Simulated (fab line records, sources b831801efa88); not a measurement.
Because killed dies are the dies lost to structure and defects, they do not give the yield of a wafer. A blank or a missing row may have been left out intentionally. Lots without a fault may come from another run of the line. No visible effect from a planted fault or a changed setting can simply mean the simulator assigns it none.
Which tool was responsible? || flow gf180mcu || at 1 step of a route of 602, 6 lots with 18 wafers sampled

== WHAT EACH GAUGE READ, for each wafer ==
GF_HV_LDD_OVL_MEAS_47.
{"lot": "L181", "measured": "day 13 22:13", "on": "overlay-01", "HV_LDD_03_OVL (nm)": "0.4 -0.8 1.9"}
{"lot": "L185", "measured": "day 15 08:49", "on": "overlay-01", "HV_LDD_03_OVL (nm)": "1.7 1.4 0.7"}
{"lot": "L191", "measured": "day 17 13:43", "on": "overlay-01", "HV_LDD_03_OVL (nm)": "0.4 1.9 0.2"}
{"lot": "L194", "measured": "day 18 08:48", "on": "overlay-01", "HV_LDD_03_OVL (nm)": "1.0 -0.4 1.3"}
{"lot": "L197", "measured": "day 19 08:38", "on": "overlay-02", "HV_LDD_03_OVL (nm)": "0.9 0.7 -0.3"}
{"lot": "L199", "measured": "day 19 22:56", "on": "overlay-02", "HV_LDD_03_OVL (nm)": "1.4 0.0 2.2"}

== TOOL THAT RAN EACH LOT (tool first, then ch and the chambers of the sampled wafers, then the start) ==
No process step before these readings appears in the record.

== THE ANSWER, worked out from the rows above alone ==
Rule: usual is defined by the lots themselves. The widest of any qualifying gaps counts: lots, ordered by their means at a reading, are off when they make up no more than a third of the lots, leave a main group of 4 or more, and stand apart from it by 3 or more times the standard deviation of that group's means. If all means in a main group match to the digits the tables above print for the reading, that group is not used. A lot without any number at a reading at which 4 lots or more have one is off too. Where the step has rows for the other lots, those lots are counted as sound.
None of the lots is off at any reading shown; this tells nothing.

== WHAT THE SIMULATOR HAD PUT IN ==
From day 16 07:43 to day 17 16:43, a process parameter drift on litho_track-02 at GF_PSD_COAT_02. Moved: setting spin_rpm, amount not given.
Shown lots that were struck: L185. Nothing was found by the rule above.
